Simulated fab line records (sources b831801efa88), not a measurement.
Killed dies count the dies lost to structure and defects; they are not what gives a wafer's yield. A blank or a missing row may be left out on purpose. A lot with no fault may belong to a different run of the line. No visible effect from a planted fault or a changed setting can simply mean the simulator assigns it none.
Chamber matching / flow sky130 / pecvd-01 running SKY_CAPM_CVD_00: 3 sister chambers
The step deposits SiO2, target thk 15.5 nm. 14 wafers are shown with their chamber, then 7 later ones without.

## WAFERS PAIRED WITH THEIR CHAMBERS
wafer=L435.1; chamber=0; heater_power_w (W)=585; rf_fwd_power_W (W)=444.8
wafer=L435.3; chamber=2; heater_power_w (W)=558; rf_fwd_power_W (W)=442.7
wafer=L435.6; chamber=0; heater_power_w (W)=599; rf_fwd_power_W (W)=442.4
wafer=L447.1; chamber=1; heater_power_w (W)=759; rf_fwd_power_W (W)=439.2
wafer=L447.2; chamber=0; heater_power_w (W)=613; rf_fwd_power_W (W)=440.8
wafer=L447.6; chamber=1; heater_power_w (W)=768; rf_fwd_power_W (W)=436.7
wafer=L450.1; chamber=0; heater_power_w (W)=550; rf_fwd_power_W (W)=443.3
wafer=L450.2; chamber=1; heater_power_w (W)=783; rf_fwd_power_W (W)=440.7
wafer=L450.6; chamber=1; heater_power_w (W)=792; rf_fwd_power_W (W)=438.7
wafer=L453.2; chamber=0; heater_power_w (W)=586; rf_fwd_power_W (W)=444.5
wafer=L453.4; chamber=0; heater_power_w (W)=571; rf_fwd_power_W (W)=443.9
wafer=L453.5; chamber=2; heater_power_w (W)=663; rf_fwd_power_W (W)=443.2
wafer=L454.1; chamber=1; heater_power_w (W)=727; rf_fwd_power_W (W)=440.2
wafer=L454.3; chamber=0; heater_power_w (W)=596; rf_fwd_power_W (W)=441.7

SIGNATURES (means of the wafers above)
reading=heater_power_w; chamber 0=585.71; chamber 1=765.80; chamber 2=610.50; scatter within a chamber=31
reading=rf_fwd_power_W; chamber 0=443.057; chamber 1=439.100; chamber 2=442.950; scatter within a chamber=1.45
Rule: distance of a wafer from a chamber = root of the sum over the readings of ((wafer's reading minus chamber's mean) / reading's scatter) squared. The wafer belongs to the nearest chamber; if the next one is less than 2 further off, it can't be placed. The scatter: the root of (the sum of the squares of (reading less its chamber's mean) over the shown wafers, divided by (wafers less chambers)).

## WAFERS MISSING THEIR CHAMBER
wafer=L454.4; heater_power_w (W)=740; rf_fwd_power_W (W)=438.4
wafer=L456.1; heater_power_w (W)=618; rf_fwd_power_W (W)=443.8
wafer=L456.4; heater_power_w (W)=626; rf_fwd_power_W (W)=442.9
wafer=L456.6; heater_power_w (W)=633; rf_fwd_power_W (W)=444.6
wafer=L458.2; heater_power_w (W)=866; rf_fwd_power_W (W)=437.9
wafer=L458.3; heater_power_w (W)=696; rf_fwd_power_W (W)=444.1
wafer=L458.4; heater_power_w (W)=602; rf_fwd_power_W (W)=445.4

## WHICH CHAMBER EACH ONE RAN IN
wafer=L454.4; from the rows above=1; in truth=1
wafer=L456.1; from the rows above=can't be placed: 2 or 0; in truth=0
wafer=L456.4; from the rows above=can't be placed: 2 or 0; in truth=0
wafer=L456.6; from the rows above=can't be placed: 2 or 0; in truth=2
wafer=L458.2; from the rows above=1; in truth=1
wafer=L458.3; from the rows above=can't be placed: 2 or 0 or 1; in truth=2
wafer=L458.4; from the rows above=can't be placed: 0 or 2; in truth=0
Correct placement for 2 of the 7. Cannot be placed on the basis of these rows: 5; the candidates contain the true chamber in 5. Wrongly placed: 0.
